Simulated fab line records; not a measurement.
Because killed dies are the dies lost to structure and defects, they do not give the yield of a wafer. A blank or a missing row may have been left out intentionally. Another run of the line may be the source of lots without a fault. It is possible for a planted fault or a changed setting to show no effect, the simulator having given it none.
Problem report, 8D (eight disciplines) form, completed by code ; flow gf180mcu ; the parts of the form that need people (team, actions taken, sign-off) are left out

== 1. THE PROBLEM ==
Mean MVSD_TW at GF_MVSD_TW_MEAS_11: 1642 over 9 wafers in 3 lots; fault-free wafers: 1593, standard deviation 9. That is +5.5 standard deviations from the usual mean.
Seen first at day 5 20:09 on film-metro-02, wafer L149.1. Wafers with a number at this step in the record: 36, from 12 lots. Rule for "out" (also "out of limits"): further than 4 standard deviations from the usual mean. Any other wafer with a number is counted as sound.

== 2. WHAT IT IS, WHAT IT ISN'T ==
question;is;is not
which readings at this step;MVSD_TW;-
which lots;L149, L150, L151;L144, L145, L148, L158, L160, L162, L163, L165, L166
which wafers of those lots;all that have a number;-
read on which gauges;film-metro-01, film-metro-02;film-metro-03
when;from day 5 20:09;"up to then (9 sound wafers); but 18 sound wafers of L158, L160, L162, L163, L165, L166 came after"

== 3. THE SUSPECTS, EACH WITH WHAT RULES IT OUT ==
Counting: a tool stays on the suspect list if, at a process step up to the reading, it processed all lots that are out and no sound lot following the first of them.
- the gauge at GF_MVSD_TW_MEAS_11: ruled out. 2 gauges (film-metro-01, film-metro-02) read the wafers that are out.
- rie-si-01 at GF_STI_ETCH_14 (etches Si in HBr/Cl2/O2, target depth 360 nm, time 102.9 s): ruled out as a lasting fault. After its first lot that is out, L149 (day 3 07:46), sound lots L158, L163 ran on it.
- implanter-02 at GF_MVSD_IMPLANT_09: ruled out as a lasting fault. After its first lot that is out, L149 (day 5 19:54), sound lots L162 ran on it.
Left after counting: nothing in the record.

== 4. THE CAUSE (what the simulator had put in) ==
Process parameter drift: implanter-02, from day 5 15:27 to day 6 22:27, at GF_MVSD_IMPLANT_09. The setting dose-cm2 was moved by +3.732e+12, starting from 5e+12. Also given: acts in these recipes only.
The count ruled it out by mistake, since the rule takes a fault to strike every lot its tool runs from the start of the fault on, and this one did not do so.

== 5. SEQUENCE OF EFFECTS, ordered by route ==
Each row: a reading where the mean over the struck wafers with a number is more than 3 standard deviations away from the usual. Readings are gone through only where the record gives a usual standard deviation; hours: the median, over the lots, of the time from a lot's start at the first step in this table giving one to that lot's start at this step; sigmas: the change measured in usual standard deviations.
hours;step;reading;usual;on struck wafers;change;sigmas
0;GF_MVSD_IMPLANT_09;dose-ions-cm2;5e+12;9e+12;+4e+12;+99 or more
0;GF_MVSD_IMPLANT_09;faraday-current-uA;28.2;48.6;+20.4;+34
0;GF_MVSD_TW_MEAS_11;MVSD_TW;1593;1642;+49;+5.5
83;GF_VT_IMPLANT_RS_MEAS_46;MVSD_RS;456.4 ohm/sq;412.3;-44.1;-40
Its process steps:
- GF_MVSD_IMPLANT_09

== 6. HOW IT WOULD HAVE BEEN CAUGHT EARLIER ==
In this record the first reading out of limits at a measuring or inspecting step was taken at day 5 20:09, 5 hours after the fault began at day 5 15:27.
The tool's own readings at GF_MVSD_IMPLANT_09 were out on every struck wafer that the step has a row for (dose-ions-cm2, faraday-current-uA): an alarm limit on them would have fired on the first of those.
